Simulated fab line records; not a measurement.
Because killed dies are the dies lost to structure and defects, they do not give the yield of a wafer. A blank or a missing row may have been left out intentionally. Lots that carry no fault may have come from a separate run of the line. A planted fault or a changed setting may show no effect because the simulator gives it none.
A lot that was struck, set against a sound lot | flow sky130 | 16 out of 708 route steps
Sound: the wafers L622.1, L622.2, L622.5. Wafers L626.3, L626.4, L626.5 were the ones struck. The cause comes at the end.
For every step that has rows: the tool of each side, followed by ch and its chambers, followed by its first start. Under that, the readings that differ: sound wafers | struck wafers | difference of the means | sigmas: that difference in standard deviations of wafers without a fault.
alike: a reading whose means differ by less than 2 such deviations, as well as words and numbers matching on both sides. not compared: withheld readings; readings where some wafer has no value; bounds like >300 that might hide an equal value; numbers whose values overlap and for which the record gives no deviation.
A row with sigmas, a row that says differs or no value, or rows on one side alone: a step with any of these is where the two part. When numbers do not overlap yet have no deviation, they are printed without sigmas and do not part them. Lack of a reading on every wafer of one side parts them only where that side has two or more wafers.

first, 1 step without rows for these wafers: SKY_VT_ADJUST_NCORE_IMPLANT_09.
SKY_VT_ADJUST_NCORE_STRIP_10: strips in O2/N2.
  sound on plasma asher-01 ch 0,1, day 8 19:31; struck on plasma asher-02 ch 0,1, day 10 03:52
  alike: drypump motor current A, oes product au, strip time to endpoint s
  not compared: rf hours counter h
SKY_VT_ADJUST_NCORE_TW_MEAS_11:
  sound on film metro-03, day 8 19:37; struck on film metro-01, day 10 03:56
  alike: VT_ADJUST_NCORE_TW
then, 7 steps without rows for these wafers: SKY_VT_ADJUST_HVTR_DEHYDRATE_00 (time 60 s); SKY_VT_ADJUST_HVTR_HMDS_01 (prime time 60 s); SKY_VT_ADJUST_HVTR_COAT_02 (resist thk 1140 nm); SKY_VT_ADJUST_HVTR_SOFTBAKE_03 (time 60 s); SKY_VT_ADJUST_HVTR_EXPOSE_04 (exposes mask HVTRM, target cd 380 nm); SKY_VT_ADJUST_HVTR_PEB_05; SKY_VT_ADJUST_HVTR_DEVELOP_06 (develop time 60 s).
SKY_VT_ADJUST_HVTR_CD_MEAS_07: target cd 380 nm.
  sound on cd sem-01, day 9 15:49; struck on cd sem-02, day 11 02:29
  alike: cd nm
SKY_VT_ADJUST_HVTR_OVL_MEAS_08:
  sound on overlay-02, day 9 15:56; struck on overlay-02, day 11 02:35
  alike: VT_ADJUST_HVTR_OVL
SKY_VT_ADJUST_HVTR_IMPLANT_09:
  sound on implanter-02 ch 0, day 9 15:58; struck on implanter-02 ch 0, day 11 02:40
  reading            | sound                            | struck                           | difference  | sigmas
  dose ions cm2      | 2.0996e+12 2.1002e+12 2.0998e+12 | 2.8022e+12 2.8005e+12 2.8003e+12 | +7.0113e+11 | +99 or more
  faraday current uA | 11.76 11.86 11.85                | 15.60 15.87 15.59                | +3.86       | +18
  alike: end station pressure torr
SKY_VT_ADJUST_HVTR_STRIP_10: strips in O2/N2.
  sound on plasma asher-02 ch 0,1, day 9 16:07; struck on plasma asher-02 ch 0,1, day 11 02:47
  reading                      | sound             | struck            | difference | sigmas
  strip time to endpoint s (s) | 14.24 14.18 14.18 | 14.11 14.11 14.11 | -0.09      | -2
  alike: drypump motor current A, oes product au
  not compared: rf hours counter h
SKY_VT_ADJUST_HVTR_TW_MEAS_11:
  sound on film metro-04, day 9 16:13; struck on film metro-04, day 11 03:06
  reading           | sound             | struck            | difference | sigmas
  VT_ADJUST_HVTR_TW | 211.6 211.4 212.1 | 230.0 229.4 230.5 | +18.3      | +7
  not compared: hold
-- record jumps: 36 days separate the struck wafers' starts on either side; left off in module VT_ADJUST_HVTR, taken up again in module PAD_OPEN, whose first shown step is the route's number 708 --
SKY_PAD_OPEN_PROBE_99:
  sound on prober-02, day 45 16:02; struck on prober-01, day 47 01:08
  reading                                  | sound                   | struck                  | difference | sigmas
  model.etest.pfet_01v8_mvt.drive ua um    | 152.9 150.5 151.5       | 163.2 162 160.1         | +10.1      |
  model.etest.pfet_01v8_mvt.off log10 a um | -10.64 -10.64 -10.48    | -9.489 -9.687 -9.493    | +1.030     |
  model.etest.pfet_01v8_mvt.vt sat v (V)   | -0.5687 -0.5705 -0.56   | -0.4579 -0.4698 -0.4654 | +0.1020    |
  model.etest.pfet_01v8_mvt.vt v (V)       | -0.6565 -0.6602 -0.6481 | -0.5594 -0.5686 -0.5636 | +0.0911    |
  model.etest.pfet_01v8_mvt.vt long v (V)  | -0.8615 -0.8656 -0.8581 | -0.7833 -0.7905 -0.7832 | +0.0761    |
  alike: killed_at_M0_to_M3, killed_at_M4_up, killed at contacts, killed at front end, killed at other, killed dies, killed open, killed short

WHERE THEY PART
First at SKY_VT_ADJUST_HVTR_IMPLANT_09; last, within this record, at SKY_VT_ADJUST_HVTR_TW_MEAS_11. Later steps at which nothing parts them and some readings are alike: SKY_PAD_OPEN_PROBE_99.

WHY: whatever the simulator had introduced
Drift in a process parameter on implanter-02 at SKY_VT_ADJUST_HVTR_IMPLANT_09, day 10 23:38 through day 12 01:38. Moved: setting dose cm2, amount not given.
